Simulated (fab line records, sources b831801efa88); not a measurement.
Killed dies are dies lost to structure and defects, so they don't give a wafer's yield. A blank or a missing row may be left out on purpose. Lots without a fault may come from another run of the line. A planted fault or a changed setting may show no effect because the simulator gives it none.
fab line records | flow sfq_line
record lots=6 wafers=16 last_day=82
route steps=325 shown M0@32 I0@43 M1@58 I1@73 M8@325
lots that met no fault: from a run of the same line without faults
start_h: hours from the record's first day to the start of the lot's first wafer shown | wait_h: hours since the lot's step before | " the same as in the row above | L1.1+2: a row that stands for several wafers | - no value, or no start given | * or withheld: withheld | < > ~ a bound
route shown NAME@n: a module of which the file shows steps, and the number in the route of the first | usual: mean/standard deviation of fault-free wafers | same: alike in all rows | chamber/n: place in a boat | sites: the reading at each site | _std_site: their standard deviation | _edge_site: outer sites' mean less inner sites' | radius_mm: how far each site lies from the wafer's centre | mask NAME#n: copy n | behind: the tool/chamber that last shaped the wafer | hold: why the lot was held/for how many hours/how that ended | device: the transistor (n, p or np) that didn't switch | end of line: the same wafers' tests at the end of the route | a step without rows: its recipe alone | killed: dies lost to structure and defects at the first sort, not the wafer's yield | map: a wafer's dies, x killed, . not, _ none there
set.NAME: the setting as run; set.NAME@STEP: as run at that earlier step | model.NAME: the simulator's own value behind a step, which no gauge read
lots at some steps of the route; a table a step, a row a wafer
services: from which hour (start_h, from the record's first day; less than 0 if before it) a tool's chamber was out of use, for how many hours, and why
## steps
# step SFQ_TRILAYER_M0_LITHO_COAT_026
# recipe resist=BARC spin_rpm=3000 resist_thk_nm=62
# step SFQ_TRILAYER_M0_LITHO_COAT_021
# recipe resist=KrF spin_rpm=3000 resist_thk_nm=600
# step SFQ_TRILAYER_M0_LITHO_SOFTBAKE_025
# recipe temp_c=withheld time_s=withheld resist=KrF
# step SFQ_TRILAYER_M0_LITHO_EXPOSE_022
# recipe mask_id=M0 na=0.6 source_shape=conventional sigma_outer=0.65 target_cd_nm=500 dose_mj=14.4
# step SFQ_TRILAYER_M0_LITHO_PEB_024
# recipe peb_temp_c=115 peb_time_s=60 resist=KrF
# step SFQ_TRILAYER_M0_LITHO_DEVELOP_023
# recipe time_s=60 resist=KrF
# step SFQ_M0_OVL_MEAS_906
# usual M0_OVL=1/4.7
# columns lot.wafer tool chamber start_h wait_h M0_OVL[nm]
L551.1 overlay-01 - 183.26 0.1 4
L551.3 " - " " 4
L551.4 " - " " 0
L553.4 overlay-02 - 188.25 0.1 -3
L553.5 " - " " 4
L553.6 " - " " -4
L567.1 overlay-02 - 272.69 0.1 -1
L567.6 " - " " 5
L568.1 overlay-02 - 275.09 0.1 -3
L568.5 " - " " 4
L570.1 overlay-02 - 390.96 0.1 4
L570.4 " - " " 3
L570.6 " - " " -1
L571.1 overlay-02 - 392.16 0.1 3
L571.2 " - " " 4
L571.6 " - " " 5
# step SFQ_TRILAYER_M0_BARC_OPEN_METAL_ETCH_031
# recipe mask_material=PR chemistry=O2 target_depth_nm=125 target=BARC icp_w=600 bias_w=80 pressure_mtorr=10 time_s=41.7
# step SFQ_TRILAYER_M0_ETCH_METAL_ETCH_024
# recipe target=Nb stop_on=SiO2 mask_material=PR chemistry=Cl2/Ar target_depth_nm=240 icp_w=600 bias_w=80 pressure_mtorr=10 time_s=120
# usual drypump_motor_current_A=5.6/0.41 oes_product_au=0.892/0.0069
# columns lot.wafer tool chamber start_h wait_h drypump_motor_current_A oes_product_au rf_hours_counter_h
L551.1 rie_metal-01 1 183.35 0.0 5.7 0.898 17
L551.3 " 1 " " 5.7 0.893 -
L551.4 " 0 " " 5.2 0.901 -
L553.4 rie_metal-03 0 188.37 0.1 5.9 0.896 -
L553.5 " 0 " " 5.9 0.888 -
L553.6 " 1 " " 5.0 0.883 -
L567.1 rie_metal-01 0 272.78 0.0 5.3 0.898 59
L567.6 " 0 " " 5.3 0.895 -
L568.1 rie_metal-01 0 275.18 0.0 5.3 0.908 59
L568.5 " 0 " " 5.3 0.901 -
L570.1 rie_metal-01 0 391.06 0.0 5.3 0.905 79
L570.4 " 0 " " 5.3 0.895 -
L570.6 " 0 " " 5.3 0.896 -
L571.1 rie_metal-03 0 392.26 0.0 6.0 0.906 36
L571.2 " 1 " " 5.0 0.894 126
L571.6 " 1 " " 5.0 0.892 -
# step SFQ_TRILAYER_M0_STRIP_STRIP_025
# recipe gas=O2 power_w=200 platen_temp_c=40 overash_fraction=0.65 chemistry=O2 pressure_mtorr=50
# usual drypump_motor_current_A=5.6/0.41 oes_product_au=1.002/0.0069
# columns lot.wafer tool chamber start_h wait_h drypump_motor_current_A oes_product_au rf_hours_counter_h
L551.1 rie_metal-01 1 183.48 0.1 5.7 0.999 18
L551.3 " 1 " " 5.7 1.005 -
L551.4 " 0 " " 5.3 1.008 -
L553.4 rie_metal-03 0 188.65 0.2 5.9 1.015 -
L553.5 " 0 " " 5.9 1.011 -
L553.6 " 1 " " 5.0 0.997 -
L567.1 rie_metal-01 0 272.91 0.1 5.3 1.001 59
L567.6 " 0 " " 5.3 1.005 -
L568.1 rie_metal-01 0 275.31 0.1 5.3 1.013 60
L568.5 " 0 " " 5.3 1.005 -
L570.1 rie_metal-01 0 391.18 0.1 5.3 1.005 79
L570.4 " 0 " " 5.3 1.005 -
L570.6 " 0 " " 5.3 1.015 -
L571.1 rie_metal-03 0 392.38 0.1 5.9 1.006 36
L571.2 " 1 " " 5.0 1.008 127
L571.6 " 1 " " 5.0 1.003 -
# step SFQ_TRILAYER_M0_STRIP_SOLV_CLEAN_026
# recipe chemistry=NMP temp_c=70 time_s=600
# step SFQ_TRILAYER_I0_DEP_PECVD_027
# recipe material=SiO2 temp_c=150 time_s=111.11 pressure_torr=2.4 rf_w=183.3 precursor=SiH4/N2O target_thk_nm=500
# step SFQ_TRILAYER_I0_CMP_CMP_028
# recipe material=SiO2 down_force_psi=3 platen_rpm=60 pad_velocity_m_s=0.94248
# usual edge_zone_pressure_frac=1.000/0.0045 head_pressure_psi=3.000/0.006 motor_current_A=10.8/0.44 slurry_filter_dp_kPa=13.50/0.15 time_to_endpoint_s=212/6.5
# columns lot.wafer tool chamber start_h wait_h edge_zone_pressure_frac head_pressure_psi motor_current_A slurry_filter_dp_kPa time_to_endpoint_s model.SiO2_of_TRILAYER_I0_DEP_PECVD_027.thk_nm
L551.4 cmp-02 0 192.21 7.9 0.994 3.009 10.5 13.66 219 199.1
L551.1 " 1 " " 0.997 3.008 9.8 13.52 216 199.8
L551.3 " 2 " " 1.007 3.008 11.4 13.42 211 199
L553.4 cmp-01 0 197.45 8.1 1.005 2.998 10.8 13.52 210 198.4
L553.6 " 3 198.95 9.6 0.997 3.000 11.0 13.55 214 199.7
L553.5 " 0 " " 0.996 2.993 10.9 13.42 217 197.6
L567.1 cmp-01 0 273.78 0.0 1.000 3.010 10.4 13.52 286 306.2
L567.6 " 0 275.78 2.0 1.002 3.012 11.3 13.63 293 309.4
L568.1 cmp-01 2 277.78 1.7 0.997 3.006 10.6 13.46 268 300.1
L568.5 " 1 279.28 3.1 1.004 2.984 10.6 13.49 217 197.9
L570.4 cmp-01 1 392.54 0.5 1.004 3.001 10.9 13.48 214 198.6
L570.1 " 2 " " 1.001 2.995 10.8 13.56 205 200.6
L570.6 " 1 394.54 2.5 1.003 3.008 10.6 13.59 219 200.1
L571.2 cmp-01 2 395.04 1.8 1.001 2.995 10.6 13.51 219 200.8
L571.1 " 0 396.04 2.8 0.996 3.005 10.6 13.73 213 199.2
L571.6 " 3 397.54 4.3 0.993 3.000 10.8 13.59 216 198.3
# step SFQ_I0_BOW_MEAS_907
# recipe mode=bow
# usual I0_BOW=1/7.5
# columns lot.wafer tool chamber start_h wait_h I0_BOW[um]
L551.1 film_metro-01 - 195.21 2.0 -4
L551.3 " - " " 0
L551.4 " - " " -4
L553.4 film_metro-04 - 200.01 2.1 2
L553.5 " - " " 5
L553.6 " - " " 7
L567.1 film_metro-01 - 276.78 2.5 18
L567.6 " - " " 11
L568.1 film_metro-01 - 279.78 1.5 -8
L568.5 " - " " 9
L570.1 film_metro-03 - 395.04 1.5 1
L570.4 " - " " 20
L570.6 " - " " -5
L571.1 film_metro-03 - 398.04 1.5 -9
L571.2 " - " " 9
L571.6 " - " " 1
# step SFQ_TRILAYER_I0_METRO_MEASURE_029
# usual thk_nm=199.6/1
# columns lot.wafer tool chamber start_h wait_h thk_nm
L551.1 film_metro-01 - 195.33 0.1 199.7
L551.3 " - " " 199.1
L551.4 " - " " 199.1
L553.4 film_metro-04 - 200.67 0.6 198.4
L553.5 " - " " 197.5
L553.6 " - " " 199.7
L567.1 film_metro-01 - 276.90 0.1 306.1
L567.6 " - 277.90 1.0 309.7
L568.1 film_metro-01 - 279.90 0.1 300.2
L568.5 " - " " 198.0
L570.1 film_metro-03 - 395.16 0.1 200.7
L570.4 " - " " 198.6
L570.6 " - " " 200.2
L571.1 film_metro-03 - 398.16 0.1 199.3
L571.2 " - " " 200.9
L571.6 " - " " 198.3
# step SFQ_TRILAYER_I0_VIA_LITHO_COAT_036
# recipe resist=BARC spin_rpm=3000 resist_thk_nm=62
# step SFQ_TRILAYER_I0_VIA_LITHO_COAT_031
# recipe resist=KrF spin_rpm=3000 resist_thk_nm=650
# step SFQ_TRILAYER_I0_VIA_LITHO_SOFTBAKE_035
# recipe temp_c=withheld time_s=withheld resist=KrF
# step SFQ_TRILAYER_I0_VIA_LITHO_EXPOSE_032
# recipe mask_id=I0 na=0.6 source_shape=conventional sigma_outer=0.65 target_cd_nm=500 dose_mj=21.3
# step SFQ_TRILAYER_I0_VIA_LITHO_PEB_034
# recipe peb_temp_c=115 peb_time_s=60 resist=KrF
# step SFQ_TRILAYER_I0_VIA_LITHO_DEVELOP_033
# recipe time_s=60 resist=KrF
# step SFQ_I0_OVL_MEAS_908
# usual I0_OVL=-4/5.4
# columns lot.wafer tool chamber start_h wait_h I0_OVL[nm]
L551.1 overlay-02 - 288.29 0.1 -9
L551.3 " - " " -11
L551.4 " - " " -13
L553.4 overlay-01 - 294.55 0.1 -11
L553.5 " - " " -4
L553.6 " - " " -20
L567.1 overlay-02 - 380.16 0.1 -4
L567.6 " - " " -7
L568.1 overlay-02 - 383.76 0.1 -1
L568.5 " - " " -4
L570.1 overlay-02 - 399.57 0.1 -1
L570.4 " - " " -4
L570.6 " - " " 0
L571.1 overlay-02 - 401.97 0.1 -4
L571.2 " - " " -11
L571.6 " - " " -6
# step SFQ_TRILAYER_I0_VIA_BARC_OPEN_VIA_ETCH_046
# recipe mask_material=PR chemistry=O2 target_depth_nm=125 target=BARC source_w=500 bias_w=80 pressure_mtorr=30 time_s=41.7
# step SFQ_TRILAYER_I0_VIA_ETCH_VIA_ETCH_034
# recipe target=SiO2 stop_on=Nb mask_material=PR taper_deg=20 chemistry=CHF3 target_depth_nm=260 source_w=500 bias_w=80 pressure_mtorr=30 time_s=withheld
# usual drypump_motor_current_A=5.6/0.44 oes_product_au=0.853/0.0053
# columns lot.wafer tool chamber start_h wait_h drypump_motor_current_A oes_product_au model.I0.feature_depth_nm model.etch.depth_nm
L551.1 rie_diel-02 3 288.36 0.0 5.3 0.861 199.8 199.8
L551.3 " 0 " " 6.4 0.851 199 199
L551.4 " 2 " " 5.6 0.855 199.1 199.1
L553.4 rie_diel-03 0 294.61 0.0 6.3 0.856 198.4 198.4
L553.5 " 1 " " 5.5 0.855 197.6 197.6
L553.6 " 0 " " 6.3 0.858 199.7 199.7
L567.1 rie_diel-04 2 380.24 0.0 5.5 0.990 258.9 258.9
L567.6 " 1 " " 4.8 0.997 258.1 258.1
L568.1 rie_diel-04 3 383.84 0.0 5.5 0.998 262.1 262.1
L568.5 " 1 " " 4.9 0.851 197.9 197.9
L570.1 rie_diel-03 3 399.64 0.0 5.7 0.854 200.6 200.6
L570.4 " 1 " " 5.6 0.854 198.6 198.6
L570.6 " 3 " " 5.8 0.856 200.1 200.1
L571.1 rie_diel-04 1 402.04 0.0 4.8 0.856 199.2 199.2
L571.2 " 3 " " 5.6 0.856 200.8 200.8
L571.6 " 3 " " 5.6 0.845 198.3 198.3
# step SFQ_TRILAYER_I0_VIA_STRIP_STRIP_035
# recipe gas=O2 power_w=200 platen_temp_c=40 overash_fraction=0.65 chemistry=O2 pressure_mtorr=50
# step SFQ_TRILAYER_I0_VIA_STRIP_SOLV_CLEAN_036
# recipe chemistry=NMP temp_c=70 time_s=600
# step SFQ_TRILAYER_M1_DEP_PRE_CLEAN_038
# recipe gas=Ar time_s=22.5 bias_v=250
# columns lot.wafer tool chamber start_h wait_h model.SiO2_of_TRILAYER_I0_DEP_PECVD_027.thk_nm
L551.1 pvd_sputter-04 - 289.85 0.0 192.3
L551.3 " - " " 191.5
L551.4 " - " " 191.6
L553.4 pvd_sputter-04 - 295.49 0.0 190.9
L553.5 " - " " 190.1
L553.6 " - " " 192.2
L567.1 pvd_sputter-06 - 381.13 0.0 298.7
L567.6 " - " " 301.9
L568.1 pvd_sputter-06 - 384.74 0.0 292.6
L568.5 " - " " 190.4
L570.1 pvd_sputter-04 - 400.53 0.0 193.1
L570.4 " - " " 191.1
L570.6 " - " " 192.6
L571.1 pvd_sputter-04 - 402.93 0.0 191.7
L571.2 " - " " 193.3
L571.6 " - " " 190.8
# step SFQ_TRILAYER_M1_DEP_SPUTTER_037
# recipe material=Nb base_pressure_pa=1.33e-06 chamber_pressure_pa=0.1333 substrate_temp_c=20 resputter_cathode_voltage_v=400 target_thk_nm=200 power_w=2000 time_s=133.3
# step SFQ_M1_RS_MEAS_909
# recipe thk_meas_gauge=four-point-probe reads=Nb_of_TRILAYER_M1_DEP_SPUTTER_037
# usual M1_NB_RS=0.888/0.01
# columns lot.wafer tool chamber start_h wait_h M1_NB_RS[ohm/sq]
L551.1 film_metro-04 - 289.97 0.0 0.904
L551.3 " - " " 0.892
L551.4 " - " " 0.893
L553.4 film_metro-04 - 295.67 0.1 0.906
L553.5 " - " " 0.900
L553.6 " - " " 0.905
L567.1 film_metro-03 - 381.25 0.0 0.886
L567.6 " - " " 0.892
L568.1 film_metro-03 - 384.86 0.0 0.896
L568.5 " - " " 0.895
L570.1 film_metro-03 - 400.65 0.0 0.893
L570.4 " - " " 0.893
L570.6 " - " " 0.895
L571.1 film_metro-02 - 403.05 0.0 0.892
L571.2 " - " " 0.896
L571.6 " - " " 0.895
# step SFQ_TRILAYER_M1_LITHO_COAT_044
# recipe resist=BARC spin_rpm=3000 resist_thk_nm=62
# step SFQ_TRILAYER_M1_LITHO_COAT_039
# recipe resist=KrF spin_rpm=3000 resist_thk_nm=600
# step SFQ_TRILAYER_M1_LITHO_SOFTBAKE_043
# recipe temp_c=withheld time_s=withheld resist=KrF
# step SFQ_TRILAYER_M1_LITHO_EXPOSE_040
# recipe mask_id=M1 na=0.6 source_shape=conventional sigma_outer=0.65 target_cd_nm=500 dose_mj=14.4
# step SFQ_TRILAYER_M1_LITHO_PEB_042
# recipe peb_temp_c=115 peb_time_s=60 resist=KrF
# step SFQ_TRILAYER_M1_LITHO_DEVELOP_041
# recipe time_s=60 resist=KrF
# step SFQ_M1_OVL_MEAS_911
# usual M1_OVL=-1/6.3
# columns lot.wafer tool chamber start_h wait_h M1_OVL[nm]
L551.1 overlay-02 - 329.33 0.1 -15
L551.3 " - " " -8
L551.4 " - " " -8
L553.4 overlay-02 - 331.75 0.1 -6
L553.5 " - " " -5
L553.6 " - " " -8
L567.1 overlay-02 - 532.70 0.1 -5
L567.6 " - " " 2
L568.1 overlay-02 - 536.30 0.1 -14
L568.5 " - " " -14
L570.1 overlay-02 - 550.70 0.1 -7
L570.4 " - " " -5
L570.6 " - " " 1
L571.1 overlay-02 - 551.90 0.1 5
L571.2 " - " " 1
L571.6 " - " " 0
# step SFQ_TRILAYER_M1_BARC_OPEN_METAL_ETCH_054
# recipe mask_material=PR chemistry=O2 target_depth_nm=125 target=BARC icp_w=600 bias_w=80 pressure_mtorr=10 time_s=41.7
# usual drypump_motor_current_A=5.7/0.51 oes_product_au=0.685/0.0046
# columns lot.wafer tool chamber start_h wait_h drypump_motor_current_A oes_product_au rf_hours_counter_h
L551.1 rie_metal-01 1 329.37 0.0 5.7 0.680 46
L551.3 " 1 " " 5.6 0.680 -
L551.4 " 0 " " 5.3 0.676 -
L553.4 rie_metal-01 1 331.79 0.0 5.7 0.687 -
L553.5 " 1 " " 5.7 0.687 -
L553.6 " 0 " " 5.3 0.686 -
L567.1 rie_metal-01 1 532.73 0.0 5.7 0.681 72
L567.6 " 1 " " 5.6 0.686 -
L568.1 rie_metal-01 0 536.33 0.0 5.3 0.685 98
L568.5 " 1 " " 5.7 0.689 -
L570.1 rie_metal-02 1 550.73 0.0 5.9 0.678 42
L570.4 " 0 " " 6.6 0.678 -
L570.6 " 0 " " 6.6 0.684 -
L571.1 rie_metal-03 0 551.93 0.0 5.9 0.687 60
L571.2 " 1 " " 5.0 0.690 151
L571.6 " 0 " " 6.0 0.687 -
# step SFQ_TRILAYER_M1_ETCH_METAL_ETCH_042
# recipe target=Nb stop_on=SiO2 mask_material=PR chemistry=Cl2/Ar target_depth_nm=240 icp_w=600 bias_w=80 pressure_mtorr=10 time_s=120
# usual drypump_motor_current_A=5.7/0.52 oes_product_au=0.896/0.0077
# columns lot.wafer tool chamber start_h wait_h drypump_motor_current_A oes_product_au rf_hours_counter_h
L551.1 rie_metal-01 1 329.43 0.0 5.7 0.888 46
L551.3 " 1 " " 5.7 0.895 -
L551.4 " 0 " " 5.3 0.891 -
L553.4 rie_metal-01 1 331.87 0.1 5.7 0.888 -
L553.5 " 1 " " 5.7 0.884 -
L553.6 " 0 " " 5.3 0.887 -
L567.1 rie_metal-01 1 532.79 0.0 5.6 0.893 72
L567.6 " 1 " " 5.6 0.888 -
L568.1 rie_metal-01 0 536.39 0.0 5.3 0.895 98
L568.5 " 1 " " 5.7 0.896 -
L570.1 rie_metal-02 1 550.79 0.0 6.0 0.889 42
L570.4 " 0 " " 6.6 0.893 -
L570.6 " 0 " " 6.6 0.889 -
L571.1 rie_metal-03 0 551.99 0.0 6.0 0.892 60
L571.2 " 1 " " 5.0 0.891 152
L571.6 " 0 " " 5.9 0.889 -
# step SFQ_TRILAYER_M1_STRIP_STRIP_043
# recipe gas=O2 power_w=200 platen_temp_c=40 overash_fraction=0.65 chemistry=O2 pressure_mtorr=50
# step SFQ_TRILAYER_M1_STRIP_SOLV_CLEAN_044
# recipe chemistry=NMP temp_c=70 time_s=600
# step SFQ_TRILAYER_I1_DEP_PECVD_045
# recipe material=SiO2 temp_c=150 time_s=111.11 pressure_torr=2.4 rf_w=183.3 precursor=SiH4/N2O target_thk_nm=500
# usual heater_power_w=80/12 throttle_valve_pct=24.7/1.4
# columns lot.wafer tool chamber start_h wait_h heater_power_w throttle_valve_pct
L551.1 pecvd-02 1 330.33 0.0 64 22.4
L551.3 " 0 " " 74 22.6
L551.4 " 2 " " 88 23.1
L553.4 pecvd-04 1 332.77 0.0 90 22.7
L553.5 " 2 " " 75 24.9
L553.6 " 0 " " 63 23.5
L567.1 pecvd-04 2 533.69 0.0 78 25.7
L567.6 " 1 " " 88 23.2
L568.1 pecvd-02 2 537.29 0.0 85 23.9
L568.5 " 1 " " 63 22.7
L570.1 pecvd-04 2 551.69 0.0 73 25.7
L570.4 " 2 " " 76 25.9
L570.6 " 1 " " 91 23.4
L571.1 pecvd-03 0 552.89 0.0 104 26.7
L571.2 " 2 " " 94 25.9
L571.6 " 1 " " 64 25.2
# step SFQ_M8_BOW_MEAS_951
# recipe mode=bow
# usual M8_BOW=6/11
# columns lot.wafer tool chamber start_h wait_h M8_BOW[um] model.etest.i0.link_ohm
L551.1 film_metro-01 - 1703.87 0.0 9 1.981
L551.3 " - " " 14 1.977
L551.4 " - " " 9 1.97
L553.4 film_metro-01 - 1709.93 0.1 -3 2.004
L553.5 " - " " 0 1.999
L553.6 " - " " 2 2.005
L567.1 film_metro-03 - 1950.99 0.0 34 1e+06
L567.6 " - " " 25 1e+06
L568.1 film_metro-01 - 1967.62 0.0 -5 1e+06
L568.5 " - " " 12 1.959
L570.1 film_metro-01 - 1976.02 0.0 24 1.963
L570.4 " - " " 41 1.962
L570.6 " - " " 16 1.964
L571.1 film_metro-03 - 1978.43 0.0 -9 1.956
L571.2 " - " " 12 1.967
L571.6 " - " " 2 1.962
## services
# columns tool chamber start_h hours kind
cmp-01 - 173.96 0.7 repair
cmp-01 - 175.88 4.2 repair
cmp-01 - 191.73 2.2 repair
pvd_sputter-04 - 197.97 57.6 repair
rie_metal-01 - 201.08 2.8 pm
film_metro-01 - 202.32 0.8 pm
rie_diel-04 2 206.22 7.1 repair
pecvd-04 - 230.02 2.8 pm
cmp-01 - 232.95 4.0 pm
rie_metal-03 - 239.28 28.1 pm
film_metro-01 - 281.49 2.2 pm
pvd_sputter-04 - 298.86 4.9 repair
rie_diel-04 0 310.50 3.4 repair
rie_diel-04 - 321.46 0.4 repair
cmp-01 - 327.40 6.2 pm
rie_metal-01 1 335.83 6.1 repair
film_metro-01 - 350.17 0.7 pm
cmp-01 - 409.95 2.2 repair
rie_metal-03 0 443.73 8.6 repair
cmp-01 - 456.82 1.7 repair
cmp-01 - 470.50 2.1 repair
cmp-01 - 498.24 0.5 repair
rie_metal-01 - 508.64 15.6 pm
cmp-01 - 540.41 16.7 pm
## key
first_sign step=SFQ_TRILAYER_I0_CMP_CMP_028 reading=time_to_endpoint_s direction=up sigmas=11 usual=* struck=*
effect step=SFQ_TRILAYER_I0_METRO_MEASURE_029 reading=thk_nm direction=up sigmas=99+ usual=199.6 struck=305.3
effect step=SFQ_TRILAYER_I0_VIA_ETCH_VIA_ETCH_034 reading=oes_product_au direction=up sigmas=27 usual=0.853 struck=0.995
model_effect step=SFQ_TRILAYER_I0_CMP_CMP_028 value=SiO2_of_TRILAYER_I0_DEP_PECVD_027.thk_nm without=199 struck=305.2
model_effect step=SFQ_TRILAYER_I0_VIA_ETCH_VIA_ETCH_034 value=I0.feature_depth_nm without=199 struck=259.7
model_effect step=SFQ_TRILAYER_M1_DEP_PRE_CLEAN_038 value=SiO2_of_TRILAYER_I0_DEP_PECVD_027.thk_nm without=191.5 struck=297.7
model_effect step=SFQ_M8_BOW_MEAS_951 value=etest.i0.link_ohm without=1.964 struck=1e+06
met_at SFQ_TRILAYER_I0_CMP_CMP_028
struck_wafers L567.1,L567.6,L568.1
onset_between 197.45 273.78
fault kind=process_parameter_drift tool=cmp-01 chamber=- onset_h=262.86 steps=SFQ_TRILAYER_I0_CMP_CMP_028 channel=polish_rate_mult offset=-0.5 shape=step end_h=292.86 scope=struck_wafers_only
